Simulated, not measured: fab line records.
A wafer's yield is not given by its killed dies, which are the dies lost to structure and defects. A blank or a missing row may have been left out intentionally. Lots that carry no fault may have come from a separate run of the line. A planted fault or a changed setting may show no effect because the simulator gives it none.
fab line records	flow sky130
record lots=10	wafers=30	last-day=50
route steps=708 shown VIA1@479 VIA2@510
lots with no fault: from the same line, run without faults
start-h: hours from the record's opening day to when the first of the lot's shown wafers began	wait-h: time in hours since the lot's previous step	" the same as in the row above	L1.1+2: several wafers, shown together as one row	- no value, or no start was given	* or withheld: withheld	< > ~ a bound
route shown NAME@n: names a module that has steps shown in the file, with the first one's number in the route	usual: the fault-free wafers' mean and standard deviation	same: alike in all rows	chamber/n: place in a boat	sites: readings site by site	_std_site: standard deviation across them	_edge_site: the outer-site mean with the inner-site mean subtracted	radius-mm: for every site, how far away it sits from the centre of the wafer	mask NAME#n: copy n	behind: the last tool/chamber to shape the wafer	hold: what put the lot on hold/how long, in hours/how the hold closed	device: whichever transistor did not switch (one of n, p or np)	end of line: the same wafers' tests at the end of the route	step lacking rows: just its recipe	killed: dies that structure and defects cost at the first sort, which is not the same as the wafer's yield	map: dies across one wafer; x = killed, . = not, _ = none there
set.NAME: the setting the step ran with; set.NAME@STEP: the setting that earlier step ran with	model.NAME: the simulator's own value behind a step, which no gauge read
route steps across a sampled set of lots; one table per step, one row per wafer
services: from which hour (start-h, from the record's first day; less than 0 if before it) a tool's chamber was out of use, for how many hours, and why
## steps
# step SKY_VIA1_CVD_21
# recipe material=W	target-thk-nm=270	time-s=80.902	temp-c=400	pressure-torr=40
# usual heater-power-w=870/79
lot.wafer	tool	chamber	start-h	wait-h	heater-power-w
L603.3	cvd-w-02	0	815.24	0.1	759
L603.5	"	0	"	"	806
L603.6	"	1	"	"	814
L605.2	cvd-w-01	0	826.30	0.0	895
L605.4	"	0	"	"	901
L605.5	"	0	"	"	902
L604.1	cvd-w-01	0	839.08	0.0	890
L604.3	"	1	"	"	993
L604.4	"	0	"	"	894
L606.2	cvd-w-02	0	851.75	0.0	809
L606.4	"	0	"	"	803
L606.5	"	0	"	"	804
L608.1	cvd-w-01	0	868.78	0.0	908
L608.4	"	0	"	"	897
L608.5	"	1	"	"	1040
L615.1	cvd-w-02	1	901.78	0.0	815
L615.4	"	0	"	"	806
L615.5	"	0	"	"	795
L614.1	cvd-w-02	1	906.16	0.0	798
L614.2	"	0	"	"	796
L614.5	"	1	"	"	807
L620.3	cvd-w-01	1	935.09	0.1	876
L620.5	"	1	"	"	918
L620.6	"	0	"	"	809
L621.2	cvd-w-01	0	941.72	0.0	799
L621.3	"	0	"	"	829
L621.6	"	0	"	"	803
L623.2	cvd-w-02	0	968.69	0.0	809
L623.3	"	1	"	"	829
L623.5	"	1	"	"	841
# step SKY_VIA1_RS_MEAS_22
# recipe thk-meas-gauge=four-point-probe	reads=W_of_VIA1_CVD_21+TiN_of_VIA1_SPUTTER_20
# usual VIA1_W_RS=0.424/0.0073
lot.wafer	tool	chamber	start-h	wait-h	VIA1_W_RS[ohm/sq]
L603.3	film-metro-02	-	815.34	0.1	0.430
L603.5	"	-	"	"	0.428
L603.6	"	-	"	"	0.411
L605.2	film-metro-01	-	826.42	0.1	0.428
L605.4	"	-	"	"	0.423
L605.5	"	-	"	"	0.428
L604.1	film-metro-02	-	839.18	0.1	0.427
L604.3	"	-	"	"	0.429
L604.4	"	-	"	"	0.422
L606.2	film-metro-02	-	851.86	0.1	0.426
L606.4	"	-	"	"	0.431
L606.5	"	-	"	"	0.436
L608.1	film-metro-04	-	868.87	0.1	0.426
L608.4	"	-	"	"	0.425
L608.5	"	-	"	"	0.423
L615.1	film-metro-04	-	901.88	0.1	0.692
L615.4	"	-	"	"	0.435
L615.5	"	-	"	"	0.433
L614.1	film-metro-01	-	906.25	0.1	0.655
L614.2	"	-	"	"	0.695
L614.5	"	-	"	"	0.412
L620.3	film-metro-02	-	935.19	0.1	0.432
L620.5	"	-	"	"	0.428
L620.6	"	-	"	"	0.435
L621.2	film-metro-01	-	941.83	0.1	0.430
L621.3	"	-	"	"	0.430
L621.6	"	-	"	"	0.428
L623.2	film-metro-02	-	968.80	0.1	0.428
L623.3	"	-	"	"	0.414
L623.5	"	-	"	"	0.416
# step SKY_VIA1_THK_MEAS_23
# recipe thk-meas-gauge=xrf	reads=W_of_VIA1_CVD_21
# usual VIA1_W_THK=265/5.1
lot.wafer	tool	chamber	start-h	wait-h	VIA1_W_THK[nm]
L603.3	film-metro-02	-	815.44	0.1	264
L603.5	"	-	"	"	264
L603.6	"	-	"	"	274
L605.2	film-metro-01	-	826.53	0.1	263
L605.4	"	-	"	"	266
L605.5	"	-	"	"	262
L604.1	film-metro-02	-	839.30	0.1	263
L604.3	"	-	"	"	262
L604.4	"	-	"	"	267
L606.2	film-metro-02	-	851.97	0.1	265
L606.4	"	-	"	"	263
L606.5	"	-	"	"	259
L608.1	film-metro-04	-	868.99	0.1	265
L608.4	"	-	"	"	265
L608.5	"	-	"	"	265
L615.1	film-metro-04	-	902.00	0.1	164
L615.4	"	-	"	"	256
L615.5	"	-	"	"	259
L614.1	film-metro-01	-	906.37	0.1	173
L614.2	"	-	"	"	163
L614.5	"	-	"	"	271
L620.3	film-metro-02	-	935.29	0.1	260
L620.5	"	-	"	"	263
L620.6	"	-	"	"	259
L621.2	film-metro-01	-	941.94	0.1	261
L621.3	"	-	"	"	262
L621.6	"	-	"	"	264
L623.2	film-metro-02	-	968.91	0.1	263
L623.3	"	-	"	"	271
L623.5	"	-	"	"	268
# step SKY_VIA1_CMP_24
# recipe stop-on=SiO2	t-overpolish-s=15	down-force-psi=3.5	platen-rpm=60	target-thk-nm=0	pad-velocity-m-s=0.94248
# usual motor-current-A=11.1/1	slurry-flow-ml-min=150.0/0.47	time-to-endpoint-s=65/3.5
lot.wafer	tool	chamber	start-h	wait-h	motor-current-A	slurry-flow-ml-min	time-to-endpoint-s
L603.3	cmp-01	0	815.48	0.0	12.1	149.5	68
L603.6	"	0	"	"	12.5	150.1	73
L603.5	"	1	"	"	10.2	149.7	70
L605.2	cmp-02	2	826.58	0.0	12.0	149.8	67
L605.4	"	1	"	"	12.1	149.6	63
L605.5	"	2	"	"	11.8	149.5	65
L604.1	cmp-02	3	839.41	0.1	10.8	150.3	65
L604.3	"	0	"	"	10.8	149.5	61
L604.4	"	1	"	"	12.4	149.7	61
L606.4	cmp-02	0	852.07	0.1	10.8	150.5	59
L606.2	"	1	"	"	12.7	149.8	60
L606.5	"	3	"	"	10.9	150.2	62
L608.1	cmp-02	3	869.05	0.1	11.6	149.8	63
L608.4	"	2	"	"	12.5	150.3	62
L608.5	"	0	"	"	11.2	149.6	59
L615.1	cmp-01	3	902.11	0.1	9.9	150.8	44
L615.4	"	0	"	"	11.6	150.3	66
L615.5	"	3	"	"	10.2	150.7	65
L614.1	cmp-02	0	906.43	0.1	11.3	149.9	38
L614.2	"	3	"	"	11.1	149.0	38
L614.5	"	1	"	"	12.3	149.5	59
L620.3	cmp-02	2	935.38	0.1	12.1	148.9	65
L620.5	"	1	"	"	12.1	149.1	64
L620.6	"	2	"	"	11.7	149.1	63
L621.2	cmp-01	2	942.04	0.1	10.8	149.5	62
L621.3	"	3	"	"	9.8	150.3	62
L621.6	"	1	"	"	9.8	149.5	64
L623.3	cmp-01	3	969.01	0.1	10.2	149.3	63
L623.2	"	0	"	"	12.1	149.9	65
L623.5	"	3	"	"	10.2	150.1	64
# step SKY_VIA2_BOW_MEAS_03
# recipe mode=bow
# usual VIA2_BOW=86/7.5
lot.wafer	tool	chamber	start-h	wait-h	VIA2_BOW[um]
L603.3	film-metro-02	-	842.86	0.2	74
L603.5	"	-	"	"	76
L603.6	"	-	"	"	69
L605.2	film-metro-04	-	854.24	0.1	101
L605.4	"	-	"	"	105
L605.5	"	-	"	"	89
L604.1	film-metro-02	-	867.76	0.1	98
L604.3	"	-	"	"	86
L604.4	"	-	"	"	78
L606.2	film-metro-02	-	880.65	0.3	87
L606.4	"	-	"	"	86
L606.5	"	-	"	"	86
L608.1	film-metro-03	-	897.23	0.1	85
L608.4	"	-	"	"	84
L608.5	"	-	"	"	79
L615.1	film-metro-02	-	928.77	0.1	77
L615.4	"	-	"	"	90
L615.5	"	-	"	"	72
L614.1	film-metro-02	-	932.93	0.1	87
L614.2	"	-	"	"	85
L614.5	"	-	"	"	90
L620.3	film-metro-03	-	961.28	0.2	88
L620.5	"	-	"	"	86
L620.6	"	-	"	"	87
L621.2	film-metro-03	-	968.26	0.2	83
L621.3	"	-	"	"	91
L621.6	"	-	"	"	90
L623.2	film-metro-03	-	994.80	0.1	71
L623.3	"	-	"	"	81
L623.5	"	-	"	"	85
# step SKY_VIA2_ETCH_14
# recipe chemistry=N2/H2	target=BARC	ion-energy-ev=200	source-w=500	bias-w=100	pressure-mtorr=30	n2-flow-sccm=100	h2-flow-sccm=200	stop-on=SiO2	time-s=45.9	target-depth-a=600
# usual drypump-motor-current-A=6.1/0.33	h2-flow-sccm=200.0/0.69	oes-product-au=0.855/0.0046	throttle-valve-pct=13.226/0.0091
# same time-s=45.9
lot.wafer	tool	chamber	start-h	wait-h	drypump-motor-current-A	h2-flow-sccm	oes-product-au	rf-hours-counter-h	throttle-valve-pct
L603.3	rie-diel-04	2	868.57	0.0	6.4	199.4	0.855	9	13.239
L603.5	"	2	"	"	6.4	199.6	0.852	-	13.230
L603.6	"	3	"	"	6.5	200.6	0.854	-	13.215
L605.2	rie-diel-03	3	880.34	0.0	6.4	199.7	0.852	17	13.223
L605.4	"	0	"	"	5.9	200.5	0.855	-	13.226
L605.5	"	0	"	"	5.9	199.8	0.852	-	13.210
L604.1	rie-diel-04	0	893.11	0.0	5.6	200.3	0.866	3	13.236
L604.3	"	3	"	"	6.5	198.9	0.853	4	13.232
L604.4	"	3	"	"	6.6	199.5	0.847	-	13.218
L606.2	rie-diel-02	3	905.82	0.0	6.4	201.1	0.856	2	13.221
L606.4	"	3	"	"	6.4	200.5	0.851	-	13.231
L606.5	"	0	"	"	5.6	198.6	0.853	-	13.235
L608.1	rie-diel-03	2	922.16	0.0	6.3	200.0	0.861	15	13.235
L608.4	"	0	"	"	5.8	201.2	0.853	17	13.214
L608.5	"	2	"	"	6.3	201.0	0.849	-	13.218
L615.1	rie-diel-04	1	952.92	0.0	5.6	199.9	0.861	19	13.245
L615.4	"	0	"	"	5.6	200.6	0.855	4	13.236
L615.5	"	0	"	"	5.6	201.1	0.855	-	13.227
L614.1	rie-diel-03	3	957.47	0.0	6.3	200.0	0.848	20	13.234
L614.2	"	0	"	"	5.8	199.1	0.859	18	13.221
L614.5	"	1	"	"	6.2	201.9	0.854	-	13.229
L620.3	rie-diel-04	1	984.12	0.0	5.6	200.1	0.858	20	13.226
L620.5	"	1	"	"	5.6	199.9	0.864	-	13.228
L620.6	"	0	"	"	5.6	199.1	0.865	-	13.237
L621.2	rie-diel-03	3	991.56	0.0	6.4	199.7	0.856	21	13.229
L621.3	"	2	"	"	6.3	200.5	0.859	17	13.231
L621.6	"	2	"	"	6.3	199.9	0.859	-	13.219
L623.2	rie-diel-02	0	1017.72	0.0	5.6	201.0	0.858	0	13.217
L623.3	"	2	"	"	6.3	199.5	0.864	18	13.217
L623.5	"	2	"	"	6.3	200.1	0.860	-	13.240
# step SKY_VIA2_THK_MEAS_23
# recipe thk-meas-gauge=xrf	reads=W_of_VIA2_CVD_21
# usual VIA2_W_THK=408/8.4
lot.wafer	tool	chamber	start-h	wait-h	VIA2_W_THK[nm]
L603.3	film-metro-02	-	869.66	0.1	411
L603.5	"	-	"	"	409
L603.6	"	-	"	"	408
L605.2	film-metro-03	-	881.41	0.1	419
L605.4	"	-	"	"	408
L605.5	"	-	"	"	420
L604.1	film-metro-03	-	894.46	0.1	401
L604.3	"	-	"	"	406
L604.4	"	-	"	"	406
L606.2	film-metro-02	-	906.83	0.1	418
L606.4	"	-	"	"	419
L606.5	"	-	"	"	423
L608.1	film-metro-03	-	923.18	0.1	425
L608.4	"	-	"	"	410
L608.5	"	-	"	"	424
L615.1	film-metro-04	-	954.04	0.1	391
L615.4	"	-	"	"	393
L615.5	"	-	"	"	404
L614.1	film-metro-02	-	958.48	0.1	399
L614.2	"	-	"	"	411
L614.5	"	-	"	"	413
L620.3	film-metro-04	-	985.15	0.1	408
L620.5	"	-	"	"	400
L620.6	"	-	"	"	411
L621.2	film-metro-02	-	992.79	0.1	398
L621.3	"	-	"	"	402
L621.6	"	-	"	"	394
L623.2	film-metro-02	-	1018.74	0.1	407
L623.3	"	-	"	"	402
L623.5	"	-	"	"	400
## services
tool	chamber	start-h	hours	kind
cvd-w-01	-	814.64	1.0	repair
cmp-02	-	822.07	1.0	repair
rie-diel-03	1	852.17	34.2	repair
rie-diel-04	0	866.89	2.3	repair
rie-diel-04	0	870.98	1.5	repair
rie-diel-03	2	873.53	7.4	repair
cvd-w-01	-	890.37	1.3	repair
rie-diel-04	1	890.73	2.5	repair
cmp-01	-	892.20	5.7	pm
rie-diel-04	0	900.77	12.4	repair
cmp-02	-	903.60	1.4	repair
cvd-w-01	-	904.12	14.0	pm
rie-diel-03	2	911.60	10.3	repair
cmp-02	-	912.00	4.0	pm
cmp-02	-	932.93	0.9	repair
cmp-01	-	939.52	1.2	repair
rie-diel-04	-	949.80	2.8	pm
cmp-01	-	957.95	0.5	repair
rie-diel-03	0	961.50	7.7	repair
cmp-02	-	970.11	0.4	repair
cmp-01	-	974.76	4.7	pm
cmp-01	-	982.68	4.8	repair
cvd-w-02	1	990.66	7.4	repair
cmp-02	-	1002.70	7.7	pm
## key
first-sign step=SKY_VIA1_RS_MEAS_22	reading=VIA1_W_RS	direction=up	sigmas=35	usual=0.424	struck=0.681
effect step=SKY_VIA1_THK_MEAS_23	reading=VIA1_W_THK	direction=down	sigmas=20	usual=265	struck=166
effect step=SKY_VIA1_CMP_24	reading=time-to-endpoint-s	direction=down	sigmas=7.2	usual=*	struck=*
met-at SKY_VIA1_CVD_21
struck-lots L614,L615
struck-wafers L614.1,L614.2,L615.1
not-acting-at SKY_VIA2_BOW_MEAS_03,SKY_VIA2_ETCH_14,SKY_VIA2_THK_MEAS_23
onset-between 851.75 901.78
fault kind=process-parameter-drift	tool=cvd-w-02	chamber=-	onset-h=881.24	steps=SKY_VIA1_CVD_21	channel=target-thk-nm	offset=-103	shape=step	end-h=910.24	scope=struck-wafers-only	acts-in=these-recipes-only	stated=270
